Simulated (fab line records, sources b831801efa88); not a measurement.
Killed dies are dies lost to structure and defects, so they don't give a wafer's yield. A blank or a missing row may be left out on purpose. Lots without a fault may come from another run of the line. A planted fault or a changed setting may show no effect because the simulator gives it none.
Chamber matching | flow gf180mcu | GF_V1_CVD_00 on hdpcvd-02: 3 sister chambers
The step deposits SiO2, target thk 600 nm, time 100 s. 3 wafers are shown with their chamber, then 7 later ones without.

WAFERS WITH THEIR CHAMBER
wafer  | chamber | sih4_flow_sccm (sccm)
L612.2 | 0       | 59.94
L614.4 | 2       | 60.23
L614.5 | 1       | 60.52

WAFERS WITHOUT THEIR CHAMBER
wafer  | sih4_flow_sccm (sccm)
L614.6 | 59.92
L617.1 | 59.75
L617.2 | 59.96
L617.5 | 59.90
L619.1 | 60.06
L619.4 | 59.96
L619.6 | 59.94

WHICH CHAMBER EACH WENT THROUGH
wafer  | from the rows above     | in truth
L614.6 | 0                       | 0
L617.1 | 0                       | 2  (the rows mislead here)
L617.2 | 0                       | 0
L617.5 | 0                       | 0
L619.1 | can't be placed: 0 or 2 | 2
L619.4 | 0                       | 0
L619.6 | 0                       | 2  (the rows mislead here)
Placed correctly: 4 of 7. Can't be placed from these rows: 1 (the true chamber is among the candidates in 1). Placed wrongly: 2.
How it was worked out, from the rows above alone: a wafer's distance from a chamber is the root of the sum, over the readings, of the square of ((its reading less the chamber's mean) divided by the reading's scatter). The wafer belongs to the nearest chamber; if the next one is less than 2 further off, it can't be placed. A chamber's mean is the mean of its shown wafers. The scatter: with one shown wafer a chamber, the root of the mean of the squares of how far each hidden wafer lies from its nearest shown one.
